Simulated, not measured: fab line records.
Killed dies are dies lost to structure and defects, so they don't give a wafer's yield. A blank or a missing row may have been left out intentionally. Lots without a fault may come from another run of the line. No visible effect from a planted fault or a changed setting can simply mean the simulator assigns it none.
A single fault, viewed from 2 desks + flow sky130 + each desk has only its own numbers; what lay behind them comes last

THE METROLOGY DESK
Means of the sampled wafers that have a number, per lot and without regard to the tool the lot ran on: this is what the gauges read. Marked OUT: a lot whose mean sits more than 4 standard deviations from the usual mean, which makes it out of limits; the brackets give that distance.
Columns: A = VIA2_W_RS at SKY_VIA2_RS_MEAS_22, usual 0.2756 ohm/sq; B = VIA2_W_THK at SKY_VIA2_THK_MEAS_23, usual 431 nm
| lot  | first seen here | A      | B   |
|------|-----------------|--------|-----|
| L918 | day 37 15:59    | 0.2773 | 432 |
| L923 | day 38 23:35    | 0.2748 | 433 |
| L931 | day 41 00:02    | 0.2739 | 432 |
| L932 | day 41 06:58    | 0.2756 | 433 |
| L934 | day 41 15:44    | 0.2755 | 429 |
| L936 | day 42 10:44    | 0.2770 | 432 |
Finding of this desk: none of the 6 lots has anything out of limits.

FOR THE TOOL OWNER'S DESK: pvd-sputter-02
At SKY_METAL3_SPUTTER_01 (material TiN, target thk 20 nm, time 16.7 s) the tool's own readings: per lot run on this tool, the mean of the sampled wafers that have a number. Marked OUT: a lot whose mean sits more than 4 standard deviations from the usual mean, which makes it out of limits; the brackets give that distance.
Columns: A = chamber-pressure-pa at SKY_METAL3_SPUTTER_01, usual 0.4001 Pa; B = throttle-valve-pct at SKY_METAL3_SPUTTER_01, usual 29.8 %
| lot  | first seen here | A                        | B               |
|------|-----------------|--------------------------|-----------------|
| L918 | day 37 16:26    | 0.3996                   | 29.1            |
| L931 | day 41 00:33    | 0.5752 (+99 or more) OUT | 24.7 (-4.6) OUT |
| L932 | day 41 07:28    | 0.4880 (+99 or more) OUT | 26.3            |
This desk's verdict: out of limits on L931, L932, starting with L931 at day 41 00:33 (chamber-pressure-pa at SKY_METAL3_SPUTTER_01). Within limits: L918.

BROUGHT TOGETHER
On L931, L932, at day 41 00:33, an alarm was possible from the tool owner's desk.
Metrology desk: nothing out of limits seen.
The metrology desk holds a record of L931, L932, inside its limits.
SKY_METAL3_SPUTTER_01 was run on pvd-sputter-02 by each of the lots named.

WHAT THE SIMULATOR HAD PUT IN
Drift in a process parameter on pvd-sputter-02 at SKY_METAL3_SPUTTER_01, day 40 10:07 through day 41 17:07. Setting chamber-pressure-pa, moved by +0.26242, from 0.4. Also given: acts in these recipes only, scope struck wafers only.
Lots struck among those shown: L931, L932.
How many hours passed from the start of the fault until each desk's first out-of-limits reading: the tool owner's desk, 14.
